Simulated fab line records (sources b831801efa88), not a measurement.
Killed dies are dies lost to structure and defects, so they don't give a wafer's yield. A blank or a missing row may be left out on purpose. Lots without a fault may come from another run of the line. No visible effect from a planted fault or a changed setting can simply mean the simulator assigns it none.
Struck lot and sound lot, side by side ; flow sfqLine ; 14 steps out of a route of 325
Sound: wafers L376.2, L376.3, L376.6. Wafers L378.2, L378.4, L378.6 were the ones struck. At the end, the cause is stated.
Each step with rows lists, per side, the tool, then ch with its chambers, then its first start. Under that, the readings that differ: sound wafers ; struck wafers ; difference of the means ; sigmas: that difference in standard deviations of wafers without a fault.
alike: words and numbers the same on both sides, and readings whose means are apart by under 2 such deviations; not compared: readings that were withheld, readings missing a value for some wafer, numbers with overlapping values and no deviation given by the record, and bounds like >300 which may hide the same value.
The two part at a step that has a row with sigmas, a row that says differs or no value, or rows on one side only. Non-overlapping numbers with no deviation appear without sigmas and do not part them. Lack of a reading on every wafer of one side parts them only where that side has two or more wafers.

SFQ_TRILAYER_M6_BARC_OPEN_METAL_ETCH_206: etches BARC in O2, target depth 125 nm, time 41.7 s.
  sound on rieMetal-04 ch 0,1, day 78 19:34; struck on rieMetal-02 ch 1, day 80 12:29
  alike: chamberPressureMTorr, drypumpMotorCurrentA, oesProductAu
  not compared: rfHoursCounterH
then, 1 step without rows for these wafers: SFQ_TRILAYER_M6_ETCH_METAL_ETCH_162 (etches Nb in Cl2/Ar, stops on SiO2, target depth 240 nm, time 120 s).
SFQ_TRILAYER_M6_STRIP_STRIP_163: strips in O2.
  sound on rieMetal-04 ch 0,1, day 78 19:44; struck on rieMetal-02 ch 1, day 80 12:40
  alike: chamberPressureMTorr, drypumpMotorCurrentA, oesProductAu
  not compared: rfHoursCounterH
then, 1 step without rows for these wafers: SFQ_TRILAYER_M6_STRIP_SOLV_CLEAN_164 (cleans in NMP, time 600 s).
SFQ_TRILAYER_I6_DEP_PECVD_165: deposits SiO2 from SiH4/N2O, time 111.11 s, target thk 500 nm.
  sound on pecvd-02 ch 0,1, day 78 20:31; struck on pecvd-01 ch 0,1, day 80 13:26
  alike: heaterPowerW, susceptorTempC, throttleValvePct
SFQ_TRILAYER_I6_CMP_CMP_166: polishes SiO2.
  sound on cmp-01 ch 1,2,3, day 78 21:05; struck on cmp-01 ch 1,2, day 80 14:01
  alike: motorCurrentA, timeToEndpointS
SFQ_I6_BOW_MEAS_941:
  struck on filmMetro-03, day 80 16:32; sound on filmMetro-04, day 78 23:37
  alike: I6_BOW
SFQ_TRILAYER_I6_METRO_MEASURE_167:
  struck on filmMetro-03, day 80 16:50; sound on filmMetro-04, day 78 23:55
  alike: thkNm
then, 4 steps without rows for these wafers: SFQ_TRILAYER_I6_VIA_LITHO_COAT_174 (resist thk 62 nm); SFQ_TRILAYER_I6_VIA_LITHO_COAT_169 (resist thk 650 nm); SFQ_TRILAYER_I6_VIA_LITHO_SOFTBAKE_173; SFQ_TRILAYER_I6_VIA_LITHO_EXPOSE_170 (exposes mask I6, target cd 700 nm).
-- the record jumps here: 5 days lie between the struck wafers' starts before and after --
SFQ_TRILAYER_I6_VIA_LITHO_PEB_172: peb time 60 s.
  struck on lithoTrack-01, day 85 08:43; sound on lithoTrack-01 ch 0, day 79 03:22
  no value came back on the struck wafers for chillPlateTempC (C), exhaustPa (Pa); on the sound wafers chillPlateTempC (C) reads 23.11 23.20 23.17
then, 1 step without rows for these wafers: SFQ_TRILAYER_I6_VIA_LITHO_DEVELOP_171 (time 60 s).

## WHERE THEY PART
SFQ_TRILAYER_I6_VIA_LITHO_PEB_172 only, going by this record.

WHY: what the simulator had put in
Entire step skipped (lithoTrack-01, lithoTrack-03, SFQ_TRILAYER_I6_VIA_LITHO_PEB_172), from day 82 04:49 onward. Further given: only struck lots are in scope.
